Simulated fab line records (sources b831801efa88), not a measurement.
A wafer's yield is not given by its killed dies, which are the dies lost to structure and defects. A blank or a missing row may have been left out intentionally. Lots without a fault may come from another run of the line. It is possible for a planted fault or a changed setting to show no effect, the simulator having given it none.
Which tool is to blame? || flow sky130 || 38 wafers from 13 lots sampled at 5 of the route's 708 steps

== WHAT THE GAUGES READ, wafer by wafer ==
SKY_VIA1_OVL_MEAS_13.
{"lot": "L635", "measured": "day 35 04:07", "on": "overlay-02", "VIA1_OVL (nm)": "1 5 6"}
{"lot": "L636", "measured": "day 35 05:22", "on": "overlay-02", "VIA1_OVL (nm)": "0 8 -1"}
{"lot": "L638", "measured": "day 36 03:31", "on": "overlay-01", "VIA1_OVL (nm)": "6 6 4"}
{"lot": "L637", "measured": "day 36 05:22", "on": "overlay-02", "VIA1_OVL (nm)": "-6 -3 -8"}
{"lot": "L640", "measured": "day 36 08:34", "on": "overlay-01", "VIA1_OVL (nm)": "-2 0 -3"}
{"lot": "L641", "measured": "day 37 10:31", "on": "overlay-01", "VIA1_OVL (nm)": "-2 2 3"}
{"lot": "L642", "measured": "day 37 10:38", "on": "overlay-02", "VIA1_OVL (nm)": "-4 8 4"}
{"lot": "L644", "measured": "day 37 17:17", "on": "overlay-02", "VIA1_OVL (nm)": "3 -3 -10"}
{"lot": "L643", "measured": "day 37 18:26", "on": "overlay-01", "VIA1_OVL (nm)": "-6 -3 -2"}
{"lot": "L645", "measured": "day 38 23:08", "on": "overlay-02", "VIA1_OVL (nm)": "4 0"}
{"lot": "L653", "measured": "day 39 19:40", "on": "overlay-02", "VIA1_OVL (nm)": "-9 -3 -13"}
{"lot": "L654", "measured": "day 39 20:19", "on": "overlay-02", "VIA1_OVL (nm)": "7 6 6"}
{"lot": "L656", "measured": "day 40 15:19", "on": "overlay-01", "VIA1_OVL (nm)": "0 -4 2"}

SKY_VIA2_THK_MEAS_01.
{"lot": "L635", "measured": "day 36 08:51", "on": "film_metro-01", "VIA2_HDPCVD_THK (nm)": "1189 1181 1187"}
{"lot": "L636", "measured": "day 36 09:10", "on": "film_metro-04", "VIA2_HDPCVD_THK (nm)": "1173 1189 1189"}
{"lot": "L638", "measured": "day 37 07:12", "on": "film_metro-03", "VIA2_HDPCVD_THK (nm)": "1162 1171 1173"}
{"lot": "L637", "measured": "day 37 08:42", "on": "film_metro-04", "VIA2_HDPCVD_THK (nm)": "1169 1162 1185"}
{"lot": "L640", "measured": "day 37 13:01", "on": "film_metro-04", "VIA2_HDPCVD_THK (nm)": "1177 1179 1185"}
{"lot": "L641", "measured": "day 38 15:02", "on": "film_metro-04", "VIA2_HDPCVD_THK (nm)": "1187 1181 1176"}
{"lot": "L642", "measured": "day 38 14:58", "on": "film_metro-01", "VIA2_HDPCVD_THK (nm)": "1183 1175 1185"}
{"lot": "L644", "measured": "day 38 21:05", "on": "film_metro-04", "VIA2_HDPCVD_THK (nm)": "1209 1189 1216"}
{"lot": "L643", "measured": "day 38 22:10", "on": "film_metro-01", "VIA2_HDPCVD_THK (nm)": "1193 1188 1199"}
{"lot": "L645", "measured": "day 40 02:10", "on": "film_metro-03", "VIA2_HDPCVD_THK (nm)": "1190 1187"}
{"lot": "L653", "measured": "day 40 22:31", "on": "film_metro-04", "VIA2_HDPCVD_THK (nm)": "1186 1174 1166"}
{"lot": "L654", "measured": "day 40 23:39", "on": "film_metro-04", "VIA2_HDPCVD_THK (nm)": "1187 1193 1185"}
{"lot": "L656", "measured": "day 41 17:33", "on": "film_metro-01", "VIA2_HDPCVD_THK (nm)": "1196 1174 1182"}

SKY_CAPM_THK_MEAS_01.
{"lot": "L635", "measured": "day 37 12:47", "on": "film_metro-03", "CAPM_CVD_00_THK (nm)": "15.33 15.62 15.70"}
{"lot": "L636", "measured": "day 37 13:30", "on": "film_metro-04", "CAPM_CVD_00_THK (nm)": "15.68 15.88 15.76"}
{"lot": "L638", "measured": "day 38 11:11", "on": "film_metro-03", "CAPM_CVD_00_THK (nm)": "15.38 15.72 15.73"}
{"lot": "L637", "measured": "day 38 12:18", "on": "film_metro-04", "CAPM_CVD_00_THK (nm)": "15.37 15.63 15.43"}
{"lot": "L640", "measured": "day 38 16:36", "on": "film_metro-04", "CAPM_CVD_00_THK (nm)": "15.28 15.36 15.71"}
{"lot": "L641", "measured": "day 39 18:55", "on": "film_metro-02", "CAPM_CVD_00_THK (nm)": "15.41 15.68 15.51"}
{"lot": "L642", "measured": "day 39 18:38", "on": "film_metro-02", "CAPM_CVD_00_THK (nm)": "15.60 15.54 15.62"}
{"lot": "L644", "measured": "day 39 23:22", "on": "film_metro-03", "CAPM_CVD_00_THK (nm)": "15.10 15.74 15.53"}
{"lot": "L643", "measured": "day 40 00:19", "on": "film_metro-04", "CAPM_CVD_00_THK (nm)": "15.40 15.49 15.81"}
{"lot": "L645", "measured": "day 41 04:47", "on": "film_metro-03", "CAPM_CVD_00_THK (nm)": "22.64 15.71"}
{"lot": "L653", "measured": "day 42 00:02", "on": "film_metro-04", "CAPM_CVD_00_THK (nm)": "15.19 15.79 15.40"}
{"lot": "L654", "measured": "day 42 01:39", "on": "film_metro-02", "CAPM_CVD_00_THK (nm)": "15.27 15.41 15.32"}
{"lot": "L656", "measured": "day 42 19:17", "on": "film_metro-03", "CAPM_CVD_00_THK (nm)": "15.38 15.61 15.71"}

== EACH LOT AND THE TOOL THAT RAN IT (in order: tool; ch and the chambers of the sampled wafers; start) ==
{"lot": "L635", "SKY_VIA1_CMP_24": "cmp-02 ch 2,3, day 35 05:13", "SKY_CAPM_CVD_00": "pecvd-01 ch 0,1,2, day 37 12:46"}
{"lot": "L636", "SKY_VIA1_CMP_24": "cmp-01 ch 0,1,3, day 35 06:31", "SKY_CAPM_CVD_00": "pecvd-03 ch 0,2, day 37 13:29"}
{"lot": "L638", "SKY_VIA1_CMP_24": "cmp-02 ch 0,3, day 36 04:34", "SKY_CAPM_CVD_00": "pecvd-01 ch 0,1, day 38 11:09"}
{"lot": "L637", "SKY_VIA1_CMP_24": "cmp-01 ch 1,2,3, day 36 06:25", "SKY_CAPM_CVD_00": "pecvd-04 ch 0,1, day 38 12:17"}
{"lot": "L640", "SKY_VIA1_CMP_24": "cmp-02 ch 1,2, day 36 09:40", "SKY_CAPM_CVD_00": "pecvd-04 ch 0,1, day 38 16:35"}
{"lot": "L641", "SKY_VIA1_CMP_24": "cmp-02 ch 1,3, day 37 11:41", "SKY_CAPM_CVD_00": "pecvd-03 ch 1,2, day 39 18:53"}
{"lot": "L642", "SKY_VIA1_CMP_24": "cmp-01 ch 0,2, day 37 11:58", "SKY_CAPM_CVD_00": "pecvd-04 ch 0,1,2, day 39 18:37"}
{"lot": "L644", "SKY_VIA1_CMP_24": "cmp-01 ch 2,3, day 37 18:19", "SKY_CAPM_CVD_00": "pecvd-01 ch 1,2, day 39 23:20"}
{"lot": "L643", "SKY_VIA1_CMP_24": "cmp-02 ch 0,1,3, day 37 19:29", "SKY_CAPM_CVD_00": "pecvd-04 ch 0,1,2, day 40 00:17"}
{"lot": "L645", "SKY_VIA1_CMP_24": "cmp-02 ch 3, day 39 00:10", "SKY_CAPM_CVD_00": "pecvd-04 ch 0,1, day 41 04:41"}
{"lot": "L653", "SKY_VIA1_CMP_24": "cmp-01 ch 1,2,3, day 39 20:43", "SKY_CAPM_CVD_00": "pecvd-01 ch 1,2, day 42 00:01"}
{"lot": "L654", "SKY_VIA1_CMP_24": "cmp-01 ch 0,1, day 39 21:22", "SKY_CAPM_CVD_00": "pecvd-03 ch 0,1,2, day 42 01:38"}
{"lot": "L656", "SKY_VIA1_CMP_24": "cmp-01 ch 1,2,3, day 40 16:25", "SKY_CAPM_CVD_00": "pecvd-01 ch 0,2, day 42 19:16"}
- SKY_VIA1_CMP_24: polishes, stops on SiO2, t overpolish 15 s, target thk 0 nm.
- SKY_CAPM_CVD_00: deposits SiO2, target thk 15.5 nm.

== WHAT THE TOOLS THEMSELVES READ (means of the sampled wafers that have a number; where no wafer has one, the mark that the record gives instead) ==
SKY_VIA1_CMP_24.
{"lot": "L635", "tool": "cmp-02", "motor_current_A (A)": 12.2, "overpolish_run_s (s)": 14.999, "time_to_endpoint_s (s)": 63.4}
{"lot": "L636", "tool": "cmp-01", "motor_current_A (A)": 9.9, "overpolish_run_s (s)": 14.997, "time_to_endpoint_s (s)": 65.1}
{"lot": "L638", "tool": "cmp-02", "motor_current_A (A)": 11.1, "overpolish_run_s (s)": 15.006, "time_to_endpoint_s (s)": 66.6}
{"lot": "L637", "tool": "cmp-01", "motor_current_A (A)": 10.9, "overpolish_run_s (s)": 15.002, "time_to_endpoint_s (s)": 63.8}
{"lot": "L640", "tool": "cmp-02", "motor_current_A (A)": 11.3, "overpolish_run_s (s)": 14.992, "time_to_endpoint_s (s)": 66.2}
{"lot": "L641", "tool": "cmp-02", "motor_current_A (A)": 11.0, "overpolish_run_s (s)": 14.995, "time_to_endpoint_s (s)": 65.6}
{"lot": "L642", "tool": "cmp-01", "motor_current_A (A)": 10.6, "overpolish_run_s (s)": 15.006, "time_to_endpoint_s (s)": 65.8}
{"lot": "L644", "tool": "cmp-01", "motor_current_A (A)": 10.8, "overpolish_run_s (s)": 14.998, "time_to_endpoint_s (s)": 66.3}
{"lot": "L643", "tool": "cmp-02", "motor_current_A (A)": 10.7, "overpolish_run_s (s)": 15.000, "time_to_endpoint_s (s)": 66.1}
{"lot": "L645", "tool": "cmp-02", "motor_current_A (A)": 10.7, "overpolish_run_s (s)": 15.003, "time_to_endpoint_s (s)": 66.2}
{"lot": "L653", "tool": "cmp-01", "motor_current_A (A)": 11.0, "overpolish_run_s (s)": 14.999, "time_to_endpoint_s (s)": 70.0}
{"lot": "L654", "tool": "cmp-01", "motor_current_A (A)": 9.2, "overpolish_run_s (s)": 14.998, "time_to_endpoint_s (s)": 66.6}
{"lot": "L656", "tool": "cmp-01", "motor_current_A (A)": 10.6, "overpolish_run_s (s)": 15.008, "time_to_endpoint_s (s)": 67.9}

SKY_CAPM_CVD_00.
{"lot": "L635", "tool": "pecvd-01", "heater_power_w (W)": 690, "susceptor_temp_C (C)": 399.85}
{"lot": "L636", "tool": "pecvd-03", "heater_power_w (W)": 764, "susceptor_temp_C (C)": 400.00}
{"lot": "L638", "tool": "pecvd-01", "heater_power_w (W)": 703, "susceptor_temp_C (C)": 400.14}
{"lot": "L637", "tool": "pecvd-04", "heater_power_w (W)": 789, "susceptor_temp_C (C)": 400.00}
{"lot": "L640", "tool": "pecvd-04", "heater_power_w (W)": 712, "susceptor_temp_C (C)": 400.08}
{"lot": "L641", "tool": "pecvd-03", "heater_power_w (W)": 719, "susceptor_temp_C (C)": 399.96}
{"lot": "L642", "tool": "pecvd-04", "heater_power_w (W)": 719, "susceptor_temp_C (C)": 399.97}
{"lot": "L644", "tool": "pecvd-01", "heater_power_w (W)": 665, "susceptor_temp_C (C)": 400.11}
{"lot": "L643", "tool": "pecvd-04", "heater_power_w (W)": 743, "susceptor_temp_C (C)": 399.87}
{"lot": "L645", "tool": "pecvd-04", "heater_power_w (W)": 723, "susceptor_temp_C (C)": 399.77}
{"lot": "L653", "tool": "pecvd-01", "heater_power_w (W)": 619, "susceptor_temp_C (C)": 399.88}
{"lot": "L654", "tool": "pecvd-03", "heater_power_w (W)": 734, "susceptor_temp_C (C)": 400.02}
{"lot": "L656", "tool": "pecvd-01", "heater_power_w (W)": 718, "susceptor_temp_C (C)": 400.04}

== THE ANSWER, worked out from the rows above alone ==
Rule: the lots themselves supply what counts as usual. Put in order of their means at a reading, lots are off if they are a third of the lots or fewer, leave a main group of 4 or more, and stand apart from it by a gap of 3 or more times the standard deviation of the main group's means; of several such gaps the widest counts. Not used: any main group whose means are identical at the precision the tables above print for the reading. Also off: a lot with no number at a reading for which 4 or more lots have one. The other lots that the step has rows for count as sound. The gauges are gone through in route order, then the tools' own readings, and for those a lot's mean is taken as printed above. The first step at which some lot is off is used, and at that step the reading that is off furthest; a lot without a number counts as furthest.
Off: L645, seen at SKY_CAPM_THK_MEAS_01 (CAPM_CVD_00_THK). The main group has a mean of 15.53 nm with a standard deviation of 0.1.
A tool fits if, at a process step before that reading, it ran every lot that is off, and no sound lot after the first of them. Gauges at SKY_CAPM_THK_MEAS_01: tried the same way as those tools. Can't be told from this: 2 tools fit, cmp-02 at SKY_VIA1_CMP_24, pecvd-04 at SKY_CAPM_CVD_00.

== WHAT THE SIMULATOR PUT IN ==
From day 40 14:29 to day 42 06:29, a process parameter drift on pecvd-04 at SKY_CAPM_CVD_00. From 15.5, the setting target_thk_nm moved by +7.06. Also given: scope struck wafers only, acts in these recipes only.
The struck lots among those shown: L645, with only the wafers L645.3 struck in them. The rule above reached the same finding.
